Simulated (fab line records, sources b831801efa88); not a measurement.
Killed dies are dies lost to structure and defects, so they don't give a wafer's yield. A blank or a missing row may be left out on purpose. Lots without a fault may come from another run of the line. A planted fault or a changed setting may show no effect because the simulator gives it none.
Tool commonality check | flow gf180mcu | 13 lots, 39 wafers sampled

WHY IT WAS OPENED
At GF_CONTACT_THK_MEAS_01 the reading CONTACT_CVD_00_THK is flagged on 2 of 13 lots. Wafers without a fault read 299 nm, standard deviation 3.7.
Rule: a lot is flagged when every wafer of it that has a number lies more than 4 standard deviations from that mean, or none has a number. The other lots count as sound.

lot  | measured     | on            | CONTACT_CVD_00_THK (nm), wafer by wafer | flag
L241 | day 15 02:17 | film_metro-02 | 299 302 298                             |
L242 | day 15 12:26 | film_metro-03 | 297 298 296                             |
L244 | day 16 05:00 | film_metro-03 | 294 301 304                             |
L245 | day 16 09:53 | film_metro-04 | 301 297 300                             |
L247 | day 17 04:36 | film_metro-02 | 303 302 301                             |
L251 | day 18 14:43 | film_metro-02 | 151 146 148                             | FLAGGED
L254 | day 19 12:50 | film_metro-03 | 146 149 144                             | FLAGGED
L258 | day 21 13:05 | film_metro-04 | 301 300 298                             |
L260 | day 21 20:48 | film_metro-02 | 308 304 298                             |
L261 | day 22 07:19 | film_metro-02 | 303 301 299                             |
L262 | day 22 20:58 | film_metro-03 | 295 297 296                             |
L264 | day 23 07:08 | film_metro-04 | 299 297 299                             |
L263 | day 23 08:58 | film_metro-04 | 302 298 299                             |
The numbers of the flagged lots are 147 nm on average: -152 nm against the usual, or -41 standard deviations.

WHICH TOOL RAN EACH LOT
The record holds 1 process step before the reading, out of a route of 602 steps. In each cell: the tool, then ch and the chambers that the sampled wafers went through, then the start.
lot  | flag    | GF_CONTACT_CVD_00
L241 |         | hdpcvd-02 ch 0,1,2, day 15 02:14
L242 |         | hdpcvd-01 ch 0,2, day 15 12:23
L244 |         | hdpcvd-01 ch 0,1,2, day 16 04:58
L245 |         | hdpcvd-02 ch 1,2, day 16 09:50
L247 |         | hdpcvd-02 ch 0,1,2, day 17 04:32
L251 | FLAGGED | hdpcvd-01 ch 0,1,2, day 18 14:40
L254 | FLAGGED | hdpcvd-01 ch 0,2, day 19 12:47
L258 |         | hdpcvd-02 ch 0,1,2, day 21 13:03
L260 |         | hdpcvd-01 ch 0,1,2, day 21 20:46
L261 |         | hdpcvd-01 ch 1,2, day 22 07:17
L262 |         | hdpcvd-01 ch 1,2, day 22 20:56
L264 |         | hdpcvd-01 ch 0,1,2, day 23 07:05
L263 |         | hdpcvd-01 ch 1,2, day 23 08:53
What these steps do:
- GF_CONTACT_CVD_00: deposits SiO2, target thk 300 nm, time 50 s.
- GF_CONTACT_THK_MEAS_01

FLAGGED OVER TOTAL, TOOL BY TOOL (the gauges that took the reading come last)
step                   | tool          | lots run | flagged | share of the flagged lots | sound lots run after its first flagged lot
GF_CONTACT_CVD_00      | hdpcvd-01     | 9        | 2       | all                       | 5 (L260,L261,L262,L264,L263)
GF_CONTACT_CVD_00      | hdpcvd-02     | 4        | 0       | none                      | -
GF_CONTACT_THK_MEAS_01 | film_metro-02 | 5        | 1       | some                      | 2 (L260,L261)
GF_CONTACT_THK_MEAS_01 | film_metro-03 | 4        | 1       | some                      | 1 (L262)
GF_CONTACT_THK_MEAS_01 | film_metro-04 | 4        | 0       | none                      | -

WHAT THE TABLE ALLOWS
1 row of the table ran every flagged lot: hdpcvd-01 at GF_CONTACT_CVD_00.
- hdpcvd-01 at GF_CONTACT_CVD_00: 2 of its 9 lots flagged. Sound lots ran on it after the first flagged one (L260, L261, L262, L264, L263), which a lasting fault on the whole tool wouldn't allow. Its own readings lie more than 4 standard deviations out on every wafer of the flagged lots: sih4_flow_sccm.
No row of the table ran every flagged lot and no sound lot after the first.

WHAT THE SIMULATOR HAD PUT IN
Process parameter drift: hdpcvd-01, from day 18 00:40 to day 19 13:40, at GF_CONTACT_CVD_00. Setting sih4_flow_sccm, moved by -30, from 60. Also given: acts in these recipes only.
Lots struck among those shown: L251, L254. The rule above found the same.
